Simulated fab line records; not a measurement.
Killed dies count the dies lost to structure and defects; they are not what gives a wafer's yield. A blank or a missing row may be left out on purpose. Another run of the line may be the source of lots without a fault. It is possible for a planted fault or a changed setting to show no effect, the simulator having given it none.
One fault seen from 2 desks	flow sky130	every desk sees just its own numbers, and what lay behind them comes last

METROLOGY DESK
What the gauges read, lot by lot, whatever tool the lot ran on: means of the sampled wafers that have a number. A lot is out of limits, marked OUT, if its mean lies more than 4 standard deviations from the usual mean; the brackets give that distance.
Columns: A = cd-nm at SKY_SONOS_TUNNEL_CD_MEAS_07, usual 409.9 nm; B = SONOS_TUNNEL_TW at SKY_SONOS_TUNNEL_TW_MEAS_12, usual 196.7; C = POLY_GATE_CVD_00_THK at SKY_POLY_GATE_THK_MEAS_01, usual 180.4 nm
lot	first seen here	A	B	C
L595	day 11 03:41	407.4	199.3	178.4
L597	day 11 23:30	411.4	194.4	181.8
L598	day 12 06:41	407.7	199.6	181.0
L599	day 12 11:46	408.7	197.6	181.2
L600	day 12 15:30	408.8	195.5	181.4
L602	day 13 11:47	406.2	195.5	181.3
L603	day 13 15:23	409.0	196.6	177.5
L604	day 13 20:47	413.8	194.5	182.4
L605	day 14 10:59	410.1	195.0	181.5
L606	day 14 21:53	408.7	200.3	180.9
L607	day 15 04:22	410.3	199.1	181.4
L608	day 15 10:49	411.6	196.9	183.0
L609	day 15 20:41	409.0	199.5	187.2
L610	day 16 01:54	408.4	197.7	186.6
This desk found nothing out of limits on any of the 14 lots.

FOR THE TOOL OWNER'S DESK: lpcvd-01
The tool's own readings at SKY_POLY_GATE_CVD_00 (deposits poly-Si, target thk 180 nm, time 720 s): means of the sampled wafers that have a number, for each lot that ran on this tool. A lot is out of limits, marked OUT, if its mean lies more than 4 standard deviations from the usual mean; the brackets give that distance.
Columns: A = zone-power-bottom-pct at SKY_POLY_GATE_CVD_00, usual 11.0 %
lot	first seen here	A
L595	day 13 13:37	10.3
L597	day 14 12:20	10.5
L598	day 14 20:37	10.2
L600	day 15 03:55	12.1
L599	day 15 06:43	10.3
L602	day 16 07:59	10.3
L603	day 16 10:56	12.2
L604	day 16 14:37	10.3
L605	day 17 05:08	12.2
L606	day 17 16:19	10.4
L607	day 18 02:32	12.2
L608	day 18 05:58	10.3
L609	day 18 18:53	12.1
L610	day 18 21:56	12.1
This desk found nothing out of limits on any of the 14 lots.

BROUGHT TOGETHER
At the metrology desk, nothing out of limits was observed.
The desk of the tool owner found nothing out of limits.

WHAT THE SIMULATOR PUT IN
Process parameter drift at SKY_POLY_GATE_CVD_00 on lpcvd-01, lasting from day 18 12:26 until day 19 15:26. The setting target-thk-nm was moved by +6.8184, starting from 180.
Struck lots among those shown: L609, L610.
